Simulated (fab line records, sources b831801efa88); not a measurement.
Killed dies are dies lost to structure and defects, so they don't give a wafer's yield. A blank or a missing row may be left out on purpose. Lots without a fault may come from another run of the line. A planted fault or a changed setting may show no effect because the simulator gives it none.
Which tool did it? | flow gf180mcu | 6 lots, 18 wafers sampled, at 3 steps of a route of 602

WHAT THE GAUGES READ, wafer by wafer
GF_HV_LDD_TW_MEAS_38.
lot  | measured     | on            | HV_LDD_3_TW
L265 | day 12 11:55 | film_metro-02 | 1425 1429 1428
L270 | day 14 07:31 | film_metro-03 | 1670 1663 1672
L274 | day 15 15:01 | film_metro-04 | 1437 1435 1432
L280 | day 17 11:49 | film_metro-03 | 1419 1425 1420
L283 | day 18 10:53 | film_metro-03 | 1420 1427 1419
L285 | day 19 01:55 | film_metro-02 | 1435 1433 1429

WHICH TOOL RAN EACH LOT (tool, then ch and the chambers of the sampled wafers, then the start)
lot  | GF_POLY_GATE_ETCH_12               | GF_HV_LDD_IMPLANT_36
L265 | rie_diel-01 ch 1,3, day 10 00:46   | implanter-04 ch 0, day 12 11:40
L270 | rie_diel-04 ch 0,2,3, day 11 18:16 | implanter-04 ch 0, day 14 07:16
L274 | rie_diel-03 ch 1,2, day 12 22:37   | implanter-03 ch 0, day 15 14:46
L280 | rie_diel-04 ch 0,1,2, day 14 15:01 | implanter-03 ch 0, day 17 11:34
L283 | rie_diel-03 ch 0,2,3, day 15 12:10 | implanter-04 ch 0, day 18 10:40
L285 | rie_diel-03 ch 0,1, day 16 01:40   | implanter-03 ch 0, day 19 01:40
- GF_POLY_GATE_ETCH_12: etches BARC in N2/H2.
- GF_HV_LDD_IMPLANT_36

THE ANSWER, worked out from the rows above alone
Rule: what is usual is taken from the lots themselves. Put in order of their means at a reading, lots are off if they are a third of the lots or fewer, leave a main group of 4 or more, and stand apart from it by a gap of 3 or more times the standard deviation of the main group's means; of several such gaps the widest counts. A main group whose means are all the same, to the digits that the tables above print for the reading, isn't used. A lot without any number at a reading at which 4 lots or more have one is off too. The other lots that the step has rows for count as sound.
Off: L270, at GF_HV_LDD_TW_MEAS_38 (HV_LDD_3_TW). The main group: mean 1428, standard deviation 5.3.
A tool fits if, at a process step before that reading, it ran every lot that is off, and no sound lot after the first of them. The gauges at GF_HV_LDD_TW_MEAS_38 are tried like those tools. None of those tried fits.

WHAT THE SIMULATOR HAD PUT IN
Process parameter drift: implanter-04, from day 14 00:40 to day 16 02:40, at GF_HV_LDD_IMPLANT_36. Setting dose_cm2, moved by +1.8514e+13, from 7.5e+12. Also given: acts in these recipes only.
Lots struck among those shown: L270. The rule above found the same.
